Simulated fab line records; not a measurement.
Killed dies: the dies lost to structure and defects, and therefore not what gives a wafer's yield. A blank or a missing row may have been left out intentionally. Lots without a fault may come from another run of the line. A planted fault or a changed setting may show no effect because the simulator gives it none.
Which tool did it?	flow sky130	13 lots with 39 wafers sampled at 5 steps, on a route of 708 steps

## WHAT EACH GAUGE READ, for each wafer
SKY_FIELD_ISO_CD_MEAS_13: target cd 150 nm. Usual: 149.8 nm for cd-nm, sd 1.3.
lot	measured	on	cd-nm (nm)	flag
L625	day 2 08:49	cd-sem-02	148.5 148.4 148.3	
L626	day 2 13:16	cd-sem-02	148.5 146.4 146.9	
L627	day 2 14:19	cd-sem-01	149.7 153.5 152.0	
L628	day 2 22:34	cd-sem-02	149.4 149.5 150.1	
L635	day 4 09:22	cd-sem-01	150.1 151.5 150.3	
L636	day 4 13:13	cd-sem-02	149.8 149.5 150.4	
L639	day 5 06:03	cd-sem-01	149.7 151.8 150.2	
L640	day 5 12:19	cd-sem-01	148.9 150.0 150.5	
L642	day 5 21:13	cd-sem-01	148.7 150.0 150.2	
L643	day 6 01:11	cd-sem-01	149.7 150.8 149.9	
L646	day 6 17:32	cd-sem-02	152.7 150.8 149.4	
L647	day 6 23:05	cd-sem-02	150.1 150.5 149.1	
L648	day 7 05:13	cd-sem-01	148.5 148.2 150.0	

SKY_NWELL_THK_MEAS_02. Usual: NWELL_OXIDATION_THK gives 9.96 nm (standard deviation 0.25).
lot	measured	on	NWELL_OXIDATION_THK (nm)	flag
L625	day 2 15:18	film-metro-01	9.98 9.93 10.03	
L626	day 2 21:14	film-metro-01	9.93 10.01 9.94	
L627	day 2 22:10	film-metro-01	10.04 10.11 9.86	
L628	day 3 04:53	film-metro-01	10.24 10.17 10.08	
L635	day 4 17:19	film-metro-01	10.19 10.16 10.31	
L636	day 4 21:07	film-metro-01	9.47 9.43 9.63	
L639	day 5 12:14	film-metro-03	10.22 10.15 10.14	
L640	day 5 19:39	film-metro-01	9.66 9.73 9.66	
L642	day 6 04:25	film-metro-01	10.10 10.03 9.95	
L643	day 6 09:29	film-metro-01	10.00 9.95 10.02	
L646	day 7 00:49	film-metro-01	9.97 9.93 10.15	
L647	day 7 06:01	film-metro-02	9.70 9.83 9.65	
L648	day 7 11:31	film-metro-02	9.73 9.56 9.78	

SKY_VT_ADJUST_HVTP_TW_MEAS_11. Usual: VT_ADJUST_HVTP_TW gives 1360 (standard deviation 7.6).
lot	measured	on	VT_ADJUST_HVTP_TW	flag
L625	day 6 05:29	film-metro-04	1373 1373 1374	
L626	day 6 11:17	film-metro-02	1358 1353 1359	
L627	day 7 03:40	film-metro-01	1358 1368 1365	
L628	day 7 04:18	film-metro-02	1346 1355 1360	
L635	day 8 19:14	film-metro-02	1422 1422 1423 1426 1423 1433	OFF
L636	day 8 23:32	film-metro-01	1427 1434 1427 1423 1426 1417	OFF
L639	day 9 18:19	film-metro-04	1357 1361 1362	
L640	day 10 03:38	film-metro-04	1366 1359 1361	
L642	day 10 17:59	film-metro-02	1362 1369 1371	
L643	day 10 21:02	film-metro-04	1373 1367 1367	
L646	day 11 15:20	film-metro-02	1362 1359 1361	
L647	day 11 22:44	film-metro-01	1350 1352 1348	
L648	day 12 05:13	film-metro-02	1369 1373 1373	

SKY_RES_PROTECT_TW_MEAS_08. Usual: POLY_GATE_TW gives 4063 (standard deviation 26).
lot	measured	on	POLY_GATE_TW	flag
L625	day 15 07:44	film-metro-03	4053 4043 4043	
L626	day 15 16:49	film-metro-02	4078 4048 4083	
L627	day 16 11:17	film-metro-02	4079 4086 4082	
L628	day 16 13:04	film-metro-03	4026 4011 4019	
L635	day 18 19:41	film-metro-04	4047 4072 4072	
L636	day 19 04:58	film-metro-02	4073 4064 4087	
L639	day 20 02:54	film-metro-02	4093 4069 4080	
L640	day 20 18:46	film-metro-04	4080 4068 4078	
L642	day 21 10:32	film-metro-02	4075 4089 4083	
L643	day 21 15:02	film-metro-04	4079 4064 4058	
L646	day 22 10:46	film-metro-03	4041 4026 4024	
L647	day 23 03:47	film-metro-02	4064 4054 4068	
L648	day 23 08:56	film-metro-02	4051 4059 4068	

## WHAT TOOL EACH LOT RAN ON (gives the tool, then ch and the chambers of the sampled wafers, and finally the start)
lot	SKY_VT_ADJUST_HVTP_IMPLANT_09
L625	implanter-04 ch 0, day 6 05:14
L626	implanter-03 ch 0, day 6 11:02
L627	implanter-03 ch 0, day 7 03:25
L628	implanter-03 ch 0, day 7 04:05
L635	implanter-04 ch 0, day 8 18:59
L636	implanter-04 ch 0, day 8 23:17
L639	implanter-02 ch 0, day 9 18:07
L640	implanter-03 ch 0, day 10 03:23
L642	implanter-02 ch 0, day 10 17:45
L643	implanter-02 ch 0, day 10 20:48
L646	implanter-03 ch 0, day 11 15:05
L647	implanter-04 ch 0, day 11 22:29
L648	implanter-04 ch 0, day 12 05:01
- SKY_VT_ADJUST_HVTP_IMPLANT_09

## AS READ BY THE TOOLS THEMSELVES (means over the sampled wafers that have a number; for cases with no such wafer, the mark the record gives instead)
SKY_VT_ADJUST_HVTP_IMPLANT_09. Usual: beam-on-s 10.01 s, standard deviation 0.23; dose-ions-cm2 4.301e+12, standard deviation 4.9e+09; faraday-current-uA 24.2, standard deviation 0.54.
lot	tool	beam-on-s (s)	dose-ions-cm2	faraday-current-uA	flag
L625	implanter-04	10.35	4.307e+12	23.5	
L626	implanter-03	10.00	4.301e+12	24.2	
L627	implanter-03	10.03	4.298e+12	24.2	
L628	implanter-03	10.17	4.302e+12	23.9	
L635	implanter-04	10.03	4.987e+12	28.1	OFF
L636	implanter-04	10.15	4.984e+12	27.7	OFF
L639	implanter-02	10.12	4.305e+12	24.0	
L640	implanter-03	9.77	4.301e+12	24.8	
L642	implanter-02	10.16	4.297e+12	23.9	
L643	implanter-02	10.00	4.304e+12	24.3	
L646	implanter-03	9.93	4.303e+12	24.4	
L647	implanter-04	10.14	4.300e+12	23.9	
L648	implanter-04	10.01	4.293e+12	24.2	

## THE ANSWER, worked out from the rows above alone
Rule: a lot counts as off when the mean over its wafers that have a number is more than 3 standard deviations away from the usual mean. Also off: a lot with no number at a reading for which 4 or more lots have one. Any other lot the step has rows for is counted as sound. First the gauges in route order, then the tools' own readings, where a lot's mean is used as printed above. At the first step where some lot is off, the reading lying furthest off is the one used; lots without a number count as furthest.
Off: at SKY_VT_ADJUST_HVTP_TW_MEAS_11 (VT_ADJUST_HVTP_TW), L635, L636.
If a tool, at a process step before that reading, ran all the lots that are off and no sound lot after the first of them, it fits. The gauges at SKY_VT_ADJUST_HVTP_TW_MEAS_11 aren't tried: what is off there is off at SKY_VT_ADJUST_HVTP_IMPLANT_09 too, on other tools, and a gauge's error can't cause that. None of those tried fits.

## WHAT HAD BEEN PUT IN BY THE SIMULATOR
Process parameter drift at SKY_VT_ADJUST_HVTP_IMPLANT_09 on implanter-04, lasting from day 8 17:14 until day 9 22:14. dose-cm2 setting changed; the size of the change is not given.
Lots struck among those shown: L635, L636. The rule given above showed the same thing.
